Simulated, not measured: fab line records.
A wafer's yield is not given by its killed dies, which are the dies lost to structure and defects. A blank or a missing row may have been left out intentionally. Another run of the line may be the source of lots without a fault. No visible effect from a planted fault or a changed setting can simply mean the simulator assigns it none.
The tool behind it: which one? :: flow gf180mcu :: 14 lots, 42 wafers sampled, at 1 step of a route of 602

## WHAT EACH GAUGE READ, for each wafer
GF_MIM_THK_MEAS_11: measures by xrf.
lot: L360
measured: day 25 01:07
on: film_metro-04
MIM_ALCU_THK (nm): 201.1 203.0 201.8

lot: L362
measured: day 25 15:30
on: film_metro-04
MIM_ALCU_THK (nm): 199.0 199.6 194.4

lot: L364
measured: day 26 00:58
on: film_metro-01
MIM_ALCU_THK (nm): 200.2 196.0 197.8

lot: L365
measured: day 26 11:49
on: film_metro-04
MIM_ALCU_THK (nm): 200.5 200.0 202.4

lot: L366
measured: day 27 01:01
on: film_metro-02
MIM_ALCU_THK (nm): 199.9 203.8 202.4

lot: L367
measured: day 27 03:33
on: film_metro-01
MIM_ALCU_THK (nm): 204.3 205.4 203.8

lot: L368
measured: day 27 12:11
on: film_metro-01
MIM_ALCU_THK (nm): 206.6 204.7 200.9

lot: L369
measured: day 27 23:30
on: film_metro-04
MIM_ALCU_THK (nm): 198.3 191.4 198.0

lot: L370
measured: day 28 03:58
on: film_metro-01
MIM_ALCU_THK (nm): 197.7 201.1 202.2

lot: L374
measured: day 29 06:08
on: film_metro-02
MIM_ALCU_THK (nm): 201.9 200.9 204.2

lot: L375
measured: day 29 17:35
on: film_metro-04
MIM_ALCU_THK (nm): 197.9 201.0 197.6

lot: L378
measured: day 30 20:12
on: film_metro-02
MIM_ALCU_THK (nm): 198.5 202.5 199.1

lot: L379
measured: day 30 21:37
on: film_metro-02
MIM_ALCU_THK (nm): 203.4 200.7 202.7

lot: L382
measured: day 31 11:50
on: film_metro-04
MIM_ALCU_THK (nm): 200.8 200.5 197.0

## EACH LOT AND THE TOOL THAT RAN IT (in order: tool; ch and the chambers of the sampled wafers; start)
Before these readings, the record contains no process step.

## AS READ BY THE TOOLS THEMSELVES (means over the sampled wafers that have a number; for cases with no such wafer, the mark the record gives instead)
The record holds no such reading with a usual standard deviation.

## THE ANSWER, worked out from the rows above alone
Rule: what is usual is taken from the lots themselves. Put in order of their means at a reading, lots are off if they are a third of the lots or fewer, leave a main group of 4 or more, and stand apart from it by a gap of 3 or more times the standard deviation of the main group's means; of several such gaps the widest counts. A main group whose means are all the same, to the digits that the tables above print for the reading, isn't used. A lot without any number at a reading at which 4 lots or more have one is off too. The other lots that the step has rows for count as sound. Order of review: gauges by route order, followed by the tools' own readings, for which a lot's mean as printed above is used. The first step at which some lot is off is used, and at that step the reading that is off furthest; a lot without a number counts as furthest.
Nothing can be told from this: no lot is off at any reading shown.

## WHAT HAD BEEN PUT IN BY THE SIMULATOR
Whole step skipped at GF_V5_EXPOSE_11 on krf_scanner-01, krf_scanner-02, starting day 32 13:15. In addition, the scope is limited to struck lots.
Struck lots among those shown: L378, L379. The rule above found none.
